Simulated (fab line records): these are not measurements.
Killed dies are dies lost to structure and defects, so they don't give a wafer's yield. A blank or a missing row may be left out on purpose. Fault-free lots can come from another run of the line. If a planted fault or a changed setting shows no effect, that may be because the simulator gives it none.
Which tool was responsible?    flow gf180mcu    12 lots, 36 wafers sampled, at 5 steps of a route of 602

## WHAT THE GAUGES READ, wafer by wafer
GF_NSD_OVL_MEAS_08. Usual: NSD_OVL typically reads -1.3 nm, with standard deviation 1.3.
lot   measured      on          NSD_OVL (nm)       flag
L314  day 13 15:44  overlay-02  -0.1 -3.8 -1.6     
L315  day 14 02:08  overlay-01  -2.9 -2.1 -0.4     
L317  day 14 17:35  overlay-02  0.9 -0.1 0.0       
L320  day 16 06:08  overlay-01  -2.9 -2.5 -1.5     
L322  day 16 14:14  overlay-01  -0.2 -0.7 1.3      
L326  day 18 01:12  overlay-01  -3.3 -1.2 -3.0     
L327  day 18 09:05  overlay-01  -0.7 1.0 -1.0      
L331  day 19 13:23  overlay-02  222.4 221.3 221.8  OFF
L333  day 20 08:35  overlay-01  222.8 223.1 221.6  OFF
L334  day 20 14:47  overlay-01  -1.8 -1.8 -2.4     
L335  day 20 21:44  overlay-02  0.3 0.0 -1.5       
L336  day 21 07:35  overlay-02  -0.9 -2.7 -4.3     

GF_PSD_TW_MEAS_11. Usual: PSD_TW typically reads 3206, with standard deviation 19.
lot   measured      on             PSD_TW          flag
L314  day 14 13:25  film-metro-03  3221 3208 3208  
L315  day 14 23:52  film-metro-03  3224 3209 3225  
L317  day 15 16:49  film-metro-03  3239 3214 3245  
L320  day 17 05:31  film-metro-01  3181 3190 3230  
L322  day 17 14:07  film-metro-01  3205 3200 3214  
L326  day 19 02:17  film-metro-03  3213 3200 3210  
L327  day 19 10:28  film-metro-01  3201 3194 3200  
L331  day 20 14:11  film-metro-03  3240 3248 3235  
L333  day 21 09:16  film-metro-03  3231 3223 3219  
L334  day 21 15:32  film-metro-04  3171 3174 3167  
L335  day 21 22:04  film-metro-03  3204 3210 3221  
L336  day 22 07:55  film-metro-04  3185 3200 3189  

## EACH LOT AND THE TOOL THAT RAN IT (in order: tool; ch and the chambers of the sampled wafers; start)
lot   GF_NSD_EXPOSE_04                     GF_NSD_STRIP_11                       GF_PSD_STRIP_10
L314  iline-stepper-02 ch 0, day 13 05:34  plasma-asher-04 ch 0,1, day 13 16:04  plasma-asher-03 ch 0,1, day 14 13:19
L315  iline-stepper-02 ch 0, day 13 15:19  plasma-asher-04 ch 0,1, day 14 02:28  plasma-asher-02 ch 0,1, day 14 23:46
L317  iline-stepper-01 ch 0, day 14 07:56  plasma-asher-02 ch 0,1, day 14 17:55  plasma-asher-02 ch 0,1, day 15 16:43
L320  iline-stepper-01 ch 0, day 15 19:13  plasma-asher-04 ch 0,1, day 16 06:28  plasma-asher-02 ch 0,1, day 17 05:25
L322  iline-stepper-01 ch 0, day 16 03:26  plasma-asher-01 ch 0,1, day 16 14:34  plasma-asher-02 ch 0,1, day 17 14:01
L326  iline-stepper-01 ch 0, day 17 13:25  plasma-asher-04 ch 0,1, day 18 01:33  plasma-asher-03 ch 0,1, day 19 02:12
L327  iline-stepper-02 ch 0, day 17 21:08  plasma-asher-04 ch 0,1, day 18 09:26  plasma-asher-02 ch 0,1, day 19 10:22
L331  iline-stepper-01 ch 0, day 19 01:21  plasma-asher-02 ch 0,1, day 19 13:43  plasma-asher-01 ch 0,1, day 20 14:04
L333  iline-stepper-01 ch 0, day 19 20:18  plasma-asher-01 ch 0, day 20 08:55    plasma-asher-01 ch 0, day 21 09:10
L334  iline-stepper-02 ch 0, day 20 03:17  plasma-asher-04 ch 0,1, day 20 15:07  plasma-asher-02 ch 0,1, day 21 15:26
L335  iline-stepper-02 ch 0, day 20 09:48  plasma-asher-04 ch 0,1, day 20 22:04  plasma-asher-03 ch 0,1, day 21 21:58
L336  iline-stepper-02 ch 0, day 20 19:30  plasma-asher-02 ch 0,1, day 21 07:55  plasma-asher-01 ch 0,1, day 22 07:49
- GF_NSD_EXPOSE_04: exposes mask Nplus, target cd 400 nm.
- GF_NSD_STRIP_11: strips in O2/N2.
- GF_PSD_STRIP_10: strips in O2/N2.

## WHAT THE TOOLS THEMSELVES READ (means of the sampled wafers that have a number; where no wafer has one, the mark that the record gives instead)
GF_NSD_EXPOSE_04. Usual: focus-offset-nm at 0.1 nm, with a standard deviation of 0.52.
lot   tool              focus-offset-nm (nm)  flag
L314  iline-stepper-02  0.4                   
L315  iline-stepper-02  -0.5                  
L317  iline-stepper-01  -0.2                  
L320  iline-stepper-01  -0.6                  
L322  iline-stepper-01  0.0                   
L326  iline-stepper-01  -0.4                  
L327  iline-stepper-02  -0.1                  
L331  iline-stepper-01  -0.1                  
L333  iline-stepper-01  0.6                   
L334  iline-stepper-02  0.3                   
L335  iline-stepper-02  0.5                   
L336  iline-stepper-02  0.3                   

GF_NSD_STRIP_11. Usual: drypump-motor-current-A 5.8 A, standard deviation 0.45; heater-power-w 334 W, standard deviation 32; n2-flow-sccm 299.9 sccm, standard deviation 0.95; oes-product-au 0.486 a.u., standard deviation 0.0051; strip-time-to-endpoint-s 22.93 s, standard deviation 0.035.
lot   tool             drypump-motor-current-A (A)  heater-power-w (W)  n2-flow-sccm (sccm)  oes-product-au (a.u.)  strip-time-to-endpoint-s (s)  flag
L314  plasma-asher-04  6.1                          363                 300.0                0.483                  22.84                         
L315  plasma-asher-04  5.9                          348                 300.2                0.484                  22.93                         
L317  plasma-asher-02  6.1                          339                 299.9                0.483                  22.96                         
L320  plasma-asher-04  5.9                          344                 301.3                0.483                  22.93                         
L322  plasma-asher-01  5.3                          310                 298.6                0.489                  22.94                         
L326  plasma-asher-04  5.9                          348                 299.6                0.487                  22.96                         
L327  plasma-asher-04  5.9                          346                 300.7                0.483                  22.90                         
L331  plasma-asher-02  6.1                          343                 300.4                0.487                  22.92                         
L333  plasma-asher-01  5.6                          337                 299.8                0.485                  22.95                         
L334  plasma-asher-04  5.9                          344                 300.0                0.483                  22.94                         
L335  plasma-asher-04  5.9                          348                 299.7                0.484                  22.91                         
L336  plasma-asher-02  6.1                          334                 300.6                0.482                  23.00                         

GF_PSD_STRIP_10. Usual: drypump-motor-current-A 5.8 A, standard deviation 0.52; heater-power-w 329 W, standard deviation 28; n2-flow-sccm 300.1 sccm, standard deviation 0.91; oes-product-au 0.592 a.u., standard deviation 0.0041; strip-time-to-endpoint-s 16.54 s, standard deviation 0.038.
lot   tool             drypump-motor-current-A (A)  heater-power-w (W)  n2-flow-sccm (sccm)  oes-product-au (a.u.)  strip-time-to-endpoint-s (s)  flag
L314  plasma-asher-03  5.6                          357                 300.6                0.593                  16.51                         
L315  plasma-asher-02  6.4                          325                 300.5                0.592                  16.59                         
L317  plasma-asher-02  6.4                          322                 300.4                0.594                  16.49                         
L320  plasma-asher-02  6.3                          321                 300.3                0.592                  16.52                         
L322  plasma-asher-02  6.4                          324                 301.7                0.586                  16.47                         
L326  plasma-asher-03  5.6                          354                 299.8                0.596                  16.53                         
L327  plasma-asher-02  6.1                          341                 299.3                0.591                  16.50                         
L331  plasma-asher-01  5.3                          295                 299.2                0.596                  16.56                         
L333  plasma-asher-01  5.6                          334                 299.1                0.592                  16.52                         
L334  plasma-asher-02  6.4                          326                 300.1                0.590                  16.57                         
L335  plasma-asher-03  5.4                          332                 301.0                0.593                  16.52                         
L336  plasma-asher-01  5.3                          298                 301.2                0.593                  16.55                         

## THE ANSWER, worked out from the rows above alone
Rule: lot off if the mean of its wafers having a number is beyond 3 standard deviations from the usual mean. Also off: a lot with no number at a reading for which 4 or more lots have one. The other lots that the step has rows for count as sound. After the gauges, taken in route order, come the tools' own readings; for these a lot's mean is taken, as printed above. The first step at which some lot is off is used, and at that step the reading that is off furthest; a lot without a number counts as furthest.
Off: L331, L333, seen at GF_NSD_OVL_MEAS_08 (NSD_OVL).
If a tool, at a process step before that reading, ran all the lots that are off and no sound lot after the first of them, it fits. Those tools and the gauges at GF_NSD_OVL_MEAS_08 are tried in the same way. One fits: GF_NSD_EXPOSE_04 on iline-stepper-01. Its last sound lot is L326 (day 17 13:25), its first lot that is off L331 (day 19 01:21): a fault that began between those two fits.

## WHAT HAD BEEN PUT IN BY THE SIMULATOR
Scanner matching overlay: iline-stepper-01, from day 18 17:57 on, at GF_NSD_EXPOSE_04. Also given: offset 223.
Lots struck among those shown: L331, L333. The same result came from the rule above.
